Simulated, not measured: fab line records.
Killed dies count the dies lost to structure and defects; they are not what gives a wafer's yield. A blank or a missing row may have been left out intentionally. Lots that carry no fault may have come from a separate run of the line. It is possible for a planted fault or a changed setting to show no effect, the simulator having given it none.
Which tool was responsible? || flow sky130 || 12 lots, 36 wafers sampled, at 3 steps of a route of 708

WHAT EACH GAUGE READ, for each wafer
SKY_METAL3_OVL_MEAS_14.
{"lot": "L337", "measured": "day 38 03:46", "on": "overlay-01", "METAL3_OVL (nm)": "3 5 3"}
{"lot": "L338", "measured": "day 38 07:08", "on": "overlay-02", "METAL3_OVL (nm)": "5 3 8"}
{"lot": "L339", "measured": "day 39 00:20", "on": "overlay-02", "METAL3_OVL (nm)": "3 5 3"}
{"lot": "L340", "measured": "day 39 03:07", "on": "overlay-02", "METAL3_OVL (nm)": "-3 10 -1"}
{"lot": "L341", "measured": "day 39 13:13", "on": "overlay-02", "METAL3_OVL (nm)": "1 0 0"}
{"lot": "L342", "measured": "day 40 09:03", "on": "overlay-02", "METAL3_OVL (nm)": "-7 7 -2"}
{"lot": "L343", "measured": "day 40 14:20", "on": "overlay-02", "METAL3_OVL (nm)": "4 3 -4"}
{"lot": "L345", "measured": "day 41 06:44", "on": "overlay-01", "METAL3_OVL (nm)": "-1 3 -3"}
{"lot": "L346", "measured": "day 41 11:38", "on": "overlay-02", "METAL3_OVL (nm)": "-9 -3 -5"}
{"lot": "L349", "measured": "day 42 18:35", "on": "overlay-01", "METAL3_OVL (nm)": "3 2 -2"}
{"lot": "L354", "measured": "day 43 10:22", "on": "overlay-02", "METAL3_OVL (nm)": "8 1 -4"}
{"lot": "L360", "measured": "day 44 22:43", "on": "overlay-01", "METAL3_OVL (nm)": "2 -2 5"}

SKY_PASSIVATION_THK_MEAS_01.
{"lot": "L337", "measured": "day 43 12:56", "on": "filmMetro-03", "PASSIVATION_CVD_00_THK (nm)": "89.3 88.6 90.2"}
{"lot": "L338", "measured": "day 43 14:41", "on": "filmMetro-03", "PASSIVATION_CVD_00_THK (nm)": "89.6 89.5 90.7"}
{"lot": "L339", "measured": "day 44 05:55", "on": "filmMetro-03", "PASSIVATION_CVD_00_THK (nm)": "90.6 90.0 92.0"}
{"lot": "L340", "measured": "day 44 09:00", "on": "filmMetro-01", "PASSIVATION_CVD_00_THK (nm)": "89.6 89.2 90.2"}
{"lot": "L341", "measured": "day 44 16:55", "on": "filmMetro-01", "PASSIVATION_CVD_00_THK (nm)": "88.2 88.4 90.1"}
{"lot": "L342", "measured": "day 45 11:22", "on": "filmMetro-01", "PASSIVATION_CVD_00_THK (nm)": "90.7 89.7 90.7"}
{"lot": "L343", "measured": "day 45 17:40", "on": "filmMetro-03", "PASSIVATION_CVD_00_THK (nm)": "89.5 89.7 91.1"}
{"lot": "L345", "measured": "day 46 06:49", "on": "filmMetro-02", "PASSIVATION_CVD_00_THK (nm)": "90.5 88.6 91.9"}
{"lot": "L346", "measured": "day 46 10:57", "on": "filmMetro-03", "PASSIVATION_CVD_00_THK (nm)": "89.1 88.4 90.5"}
{"lot": "L349", "measured": "day 47 10:40", "on": "filmMetro-02", "PASSIVATION_CVD_00_THK (nm)": "88.9 88.5 89.5"}
{"lot": "L354", "measured": "day 48 01:05", "on": "filmMetro-03", "PASSIVATION_CVD_00_THK (nm)": "90.4 89.7 90.7"}
{"lot": "L360", "measured": "day 49 07:58", "on": "filmMetro-03", "PASSIVATION_CVD_00_THK (nm)": "90.2 88.3 91.0"}

EACH LOT AND THE TOOL THAT RAN IT (in order: tool; ch and the chambers of the sampled wafers; start)
{"lot": "L337", "SKY_VIA3_STRIP_16": "plasmaAsher-01 ch 0,1, day 39 07:37"}
{"lot": "L338", "SKY_VIA3_STRIP_16": "plasmaAsher-02 ch 1, day 39 10:16"}
{"lot": "L339", "SKY_VIA3_STRIP_16": "plasmaAsher-02 ch 0,1, day 40 02:50"}
{"lot": "L340", "SKY_VIA3_STRIP_16": "plasmaAsher-01 ch 0,1, day 40 05:50"}
{"lot": "L341", "SKY_VIA3_STRIP_16": "plasmaAsher-04 ch 0,1, day 40 15:34"}
{"lot": "L342", "SKY_VIA3_STRIP_16": "plasmaAsher-01 ch 0,1, day 41 11:07"}
{"lot": "L343", "SKY_VIA3_STRIP_16": "plasmaAsher-02 ch 0,1, day 41 16:34"}
{"lot": "L345", "SKY_VIA3_STRIP_16": "plasmaAsher-04 ch 0,1, day 42 08:34"}
{"lot": "L346", "SKY_VIA3_STRIP_16": "plasmaAsher-04 ch 0,1, day 42 13:10"}
{"lot": "L349", "SKY_VIA3_STRIP_16": "plasmaAsher-02 ch 0,1, day 43 18:44"}
{"lot": "L354", "SKY_VIA3_STRIP_16": "plasmaAsher-02 ch 0,1, day 44 10:02"}
{"lot": "L360", "SKY_VIA3_STRIP_16": "plasmaAsher-02 ch 0,1, day 45 21:32"}
- SKY_VIA3_STRIP_16: strips in O2/N2.

AS READ BY THE TOOLS THEMSELVES (means over the sampled wafers that have a number; for cases with no such wafer, the mark the record gives instead)
SKY_VIA3_STRIP_16.
{"lot": "L337", "tool": "plasmaAsher-01", "drypumpMotorCurrentA (A)": 6.11, "n2FlowSccm (sccm)": 300.2, "o2FlowSccm (sccm)": 3007, "oesProductAu (a.u.)": 0.403, "stripTimeToEndpointS (s)": 4.140}
{"lot": "L338", "tool": "plasmaAsher-02", "drypumpMotorCurrentA (A)": 5.53, "n2FlowSccm (sccm)": 299.8, "o2FlowSccm (sccm)": 2992, "oesProductAu (a.u.)": 0.405, "stripTimeToEndpointS (s)": 4.111}
{"lot": "L339", "tool": "plasmaAsher-02", "drypumpMotorCurrentA (A)": 5.82, "n2FlowSccm (sccm)": 299.9, "o2FlowSccm (sccm)": 3006, "oesProductAu (a.u.)": 0.404, "stripTimeToEndpointS (s)": 4.104}
{"lot": "L340", "tool": "plasmaAsher-01", "drypumpMotorCurrentA (A)": 6.14, "n2FlowSccm (sccm)": 300.2, "o2FlowSccm (sccm)": 2993, "oesProductAu (a.u.)": 0.402, "stripTimeToEndpointS (s)": 4.105}
{"lot": "L341", "tool": "plasmaAsher-04", "drypumpMotorCurrentA (A)": 6.21, "n2FlowSccm (sccm)": 298.9, "o2FlowSccm (sccm)": 3002, "oesProductAu (a.u.)": 0.401, "stripTimeToEndpointS (s)": 4.148}
{"lot": "L342", "tool": "plasmaAsher-01", "drypumpMotorCurrentA (A)": 6.13, "n2FlowSccm (sccm)": 300.8, "o2FlowSccm (sccm)": 3008, "oesProductAu (a.u.)": 0.400, "stripTimeToEndpointS (s)": 4.111}
{"lot": "L343", "tool": "plasmaAsher-02", "drypumpMotorCurrentA (A)": 5.81, "n2FlowSccm (sccm)": 298.9, "o2FlowSccm (sccm)": 3003, "oesProductAu (a.u.)": 0.403, "stripTimeToEndpointS (s)": 4.141}
{"lot": "L345", "tool": "plasmaAsher-04", "drypumpMotorCurrentA (A)": 6.10, "n2FlowSccm (sccm)": 299.3, "o2FlowSccm (sccm)": 2993, "oesProductAu (a.u.)": 0.399, "stripTimeToEndpointS (s)": 4.127}
{"lot": "L346", "tool": "plasmaAsher-04", "drypumpMotorCurrentA (A)": 6.19, "n2FlowSccm (sccm)": 300.4, "o2FlowSccm (sccm)": 2999, "oesProductAu (a.u.)": 0.407, "stripTimeToEndpointS (s)": 4.137}
{"lot": "L349", "tool": "plasmaAsher-02", "drypumpMotorCurrentA (A)": 5.80, "n2FlowSccm (sccm)": 299.6, "o2FlowSccm (sccm)": 2996, "oesProductAu (a.u.)": 0.403, "stripTimeToEndpointS (s)": 4.132}
{"lot": "L354", "tool": "plasmaAsher-02", "drypumpMotorCurrentA (A)": 5.80, "n2FlowSccm (sccm)": 299.9, "o2FlowSccm (sccm)": 3008, "oesProductAu (a.u.)": 0.403, "stripTimeToEndpointS (s)": 4.129}
{"lot": "L360", "tool": "plasmaAsher-02", "drypumpMotorCurrentA (A)": 5.69, "n2FlowSccm (sccm)": 299.7, "o2FlowSccm (sccm)": 3003, "oesProductAu (a.u.)": 0.400, "stripTimeToEndpointS (s)": 4.105}

THE ANSWER, worked out from the rows above alone
Rule: the lots themselves supply what counts as usual. The widest of any qualifying gaps counts: lots, ordered by their means at a reading, are off when they make up no more than a third of the lots, leave a main group of 4 or more, and stand apart from it by 3 or more times the standard deviation of that group's means. Not used: any main group whose means are identical at the precision the tables above print for the reading. A lot without any number at a reading at which 4 lots or more have one is off too. The other lots that the step has rows for count as sound. Order of review: gauges by route order, followed by the tools' own readings, for which a lot's mean as printed above is used. The first step at which some lot is off is used, and at that step the reading that is off furthest; a lot without a number counts as furthest.
Across all readings shown, no lot is off: no conclusion can be drawn from this.

WHAT THE SIMULATOR HAD INSERTED
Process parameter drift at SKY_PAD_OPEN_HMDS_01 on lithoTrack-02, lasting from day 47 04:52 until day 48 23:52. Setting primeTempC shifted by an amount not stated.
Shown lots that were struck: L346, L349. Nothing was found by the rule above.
